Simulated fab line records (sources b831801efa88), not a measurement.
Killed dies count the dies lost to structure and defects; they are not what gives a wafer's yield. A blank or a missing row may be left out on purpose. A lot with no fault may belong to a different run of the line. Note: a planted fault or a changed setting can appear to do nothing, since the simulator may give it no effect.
Chamber matching | flow sky130 | SKY_CONTACT_ETCH_16 on rie-diel-02: 4 sister chambers
The step etches BARC in N2/H2, stops on SiO2, time 45.9 s, target depth 60 nm. 7 wafers are shown with their chamber, then 7 later ones without.

## EACH WAFER AND ITS CHAMBER
wafer  | chamber | drypump-motor-current-A (A) | chamber-pressure-mTorr (mTorr)
L080.3 | 0       | 5.1                         | 29.993
L080.4 | 3       | 5.5                         | 29.979
L082.2 | 2       | 6.4                         | 29.950
L082.3 | 1       | 6.4                         | 30.006
L082.6 | 3       | 5.4                         | 30.040
L083.1 | 1       | 6.4                         | 29.999
L083.4 | 0       | 5.1                         | 29.969

## WAFERS MISSING THEIR CHAMBER
wafer  | drypump-motor-current-A (A) | chamber-pressure-mTorr (mTorr)
L083.5 | 6.4                         | 29.948
L087.2 | 6.3                         | 30.006
L087.4 | 5.1                         | 29.956
L087.5 | 5.5                         | 30.005
L090.3 | 6.5                         | 30.007
L090.5 | 6.4                         | 29.989
L090.6 | 6.4                         | 30.030

## CHAMBER TAKEN BY EACH
wafer  | from the rows above     | in truth
L083.5 | can't be placed: 2 or 1 | 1
L087.2 | can't be placed: 1 or 2 | 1
L087.4 | 0                       | 0
L087.5 | 3                       | 3
L090.3 | can't be placed: 1 or 2 | 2
L090.5 | can't be placed: 1 or 2 | 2
L090.6 | can't be placed: 1 or 2 | 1
Correct placement for 2 of the 7. Not placeable from these rows: 5 (in 5, the candidates include the true chamber). Wrongly placed: 0.
How it was worked out, from the rows above alone: a wafer's distance from a chamber is the root of the sum, over the readings, of the square of ((its reading less the chamber's mean) divided by the reading's scatter). If the next closest chamber is less than 2 further off than the closest, the wafer can't be placed; otherwise it belongs to the closest. The mean given for a chamber averages the wafers shown for that chamber. The scatter: the root of (the sum of the squares of (reading less its chamber's mean) over the shown wafers, divided by (wafers less chambers)).
